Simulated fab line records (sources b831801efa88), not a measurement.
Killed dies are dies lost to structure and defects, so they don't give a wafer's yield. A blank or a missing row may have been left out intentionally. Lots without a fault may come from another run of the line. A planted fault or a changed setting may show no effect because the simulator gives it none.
Matching of chambers / flow sky130 / rie diel-03 running SKY_CONTACT_ETCH_17: 4 sister chambers
The step etches SiO2 in C4F8/O2/Ar, stops on Si3N4, target depth 340 nm. 24 wafers are shown with their chamber, then 12 later ones without.

EACH WAFER AND ITS CHAMBER
wafer=L074.2; chamber=3; chamber pressure mTorr (mTorr)=40.01; oes product au (a.u.)=0.890
wafer=L074.3; chamber=2; chamber pressure mTorr (mTorr)=40.04; oes product au (a.u.)=0.897
wafer=L074.4; chamber=1; chamber pressure mTorr (mTorr)=40.06; oes product au (a.u.)=0.893
wafer=L075.2; chamber=3; chamber pressure mTorr (mTorr)=40.00; oes product au (a.u.)=0.900
wafer=L075.3; chamber=0; chamber pressure mTorr (mTorr)=39.91; oes product au (a.u.)=0.887
wafer=L075.6; chamber=1; chamber pressure mTorr (mTorr)=39.96; oes product au (a.u.)=0.891
wafer=L076.3; chamber=0; chamber pressure mTorr (mTorr)=39.89; oes product au (a.u.)=0.897
wafer=L076.5; chamber=1; chamber pressure mTorr (mTorr)=40.03; oes product au (a.u.)=0.880
wafer=L076.6; chamber=0; chamber pressure mTorr (mTorr)=40.00; oes product au (a.u.)=0.897
wafer=L077.1; chamber=1; chamber pressure mTorr (mTorr)=40.04; oes product au (a.u.)=0.884
wafer=L077.2; chamber=0; chamber pressure mTorr (mTorr)=40.05; oes product au (a.u.)=0.891
wafer=L077.4; chamber=3; chamber pressure mTorr (mTorr)=40.01; oes product au (a.u.)=0.887
wafer=L078.2; chamber=2; chamber pressure mTorr (mTorr)=40.00; oes product au (a.u.)=0.899
wafer=L078.3; chamber=3; chamber pressure mTorr (mTorr)=40.02; oes product au (a.u.)=0.898
wafer=L078.5; chamber=3; chamber pressure mTorr (mTorr)=40.00; oes product au (a.u.)=0.896
wafer=L080.1; chamber=1; chamber pressure mTorr (mTorr)=39.99; oes product au (a.u.)=0.902
wafer=L080.3; chamber=2; chamber pressure mTorr (mTorr)=39.99; oes product au (a.u.)=0.888
wafer=L080.5; chamber=1; chamber pressure mTorr (mTorr)=40.01; oes product au (a.u.)=0.883
wafer=L082.1; chamber=2; chamber pressure mTorr (mTorr)=40.06; oes product au (a.u.)=0.899
wafer=L082.4; chamber=1; chamber pressure mTorr (mTorr)=39.92; oes product au (a.u.)=0.888
wafer=L082.6; chamber=1; chamber pressure mTorr (mTorr)=40.01; oes product au (a.u.)=0.890
wafer=L083.1; chamber=0; chamber pressure mTorr (mTorr)=40.00; oes product au (a.u.)=0.888
wafer=L083.5; chamber=2; chamber pressure mTorr (mTorr)=39.99; oes product au (a.u.)=0.886
wafer=L083.6; chamber=1; chamber pressure mTorr (mTorr)=39.99; oes product au (a.u.)=0.886

SIGNATURES, as means of the wafers listed above
reading=chamber pressure mTorr; chamber 0=39.9700; chamber 1=40.0011; chamber 2=40.0160; chamber 3=40.0080; scatter within a chamber=0.0431
reading=oes product au; chamber 0=0.89200; chamber 1=0.88856; chamber 2=0.89380; chamber 3=0.89420; scatter within a chamber=0.00597
Rule: distance of a wafer from a chamber = root of the sum over the readings of ((wafer's reading minus chamber's mean) / reading's scatter) squared. The wafer belongs to the nearest chamber; if the next one is less than 2 further off, it can't be placed. The scatter: take each reading less its chamber's mean, square it, sum over the shown wafers, divide by the number of wafers less the number of chambers, and take the root.

WAFERS WITHOUT THEIR CHAMBER
wafer=L084.2; chamber pressure mTorr (mTorr)=39.98; oes product au (a.u.)=0.895
wafer=L084.3; chamber pressure mTorr (mTorr)=40.01; oes product au (a.u.)=0.895
wafer=L084.6; chamber pressure mTorr (mTorr)=40.02; oes product au (a.u.)=0.897
wafer=L085.1; chamber pressure mTorr (mTorr)=39.96; oes product au (a.u.)=0.886
wafer=L085.3; chamber pressure mTorr (mTorr)=39.94; oes product au (a.u.)=0.887
wafer=L085.4; chamber pressure mTorr (mTorr)=40.05; oes product au (a.u.)=0.894
wafer=L091.1; chamber pressure mTorr (mTorr)=39.93; oes product au (a.u.)=0.899
wafer=L091.2; chamber pressure mTorr (mTorr)=40.02; oes product au (a.u.)=0.892
wafer=L091.5; chamber pressure mTorr (mTorr)=40.09; oes product au (a.u.)=0.888
wafer=L093.2; chamber pressure mTorr (mTorr)=40.02; oes product au (a.u.)=0.894
wafer=L093.5; chamber pressure mTorr (mTorr)=39.96; oes product au (a.u.)=0.888
wafer=L093.6; chamber pressure mTorr (mTorr)=39.98; oes product au (a.u.)=0.882

WHICH CHAMBER EACH WENT THROUGH
wafer=L084.2; from the rows above=can't be placed: 0 or 3 or 2 or 1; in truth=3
wafer=L084.3; from the rows above=can't be placed: 3 or 2 or 0 or 1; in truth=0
wafer=L084.6; from the rows above=can't be placed: 2 or 3 or 0 or 1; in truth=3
wafer=L085.1; from the rows above=can't be placed: 0 or 1 or 3 or 2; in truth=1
wafer=L085.3; from the rows above=can't be placed: 0 or 1 or 3 or 2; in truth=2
wafer=L085.4; from the rows above=can't be placed: 2 or 3 or 1 or 0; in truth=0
wafer=L091.1; from the rows above=can't be placed: 0 or 3 or 2 or 1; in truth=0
wafer=L091.2; from the rows above=can't be placed: 2 or 3 or 1 or 0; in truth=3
wafer=L091.5; from the rows above=can't be placed: 2 or 1 or 3 or 0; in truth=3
wafer=L093.2; from the rows above=can't be placed: 2 or 3 or 1 or 0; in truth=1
wafer=L093.5; from the rows above=can't be placed: 0 or 1 or 3 or 2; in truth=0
wafer=L093.6; from the rows above=can't be placed: 1 or 0 or 3 or 2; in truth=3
Correct placement for 0 of the 12. These rows do not allow placing 12 (true chamber among the candidates in 12). Number placed wrongly: 0.
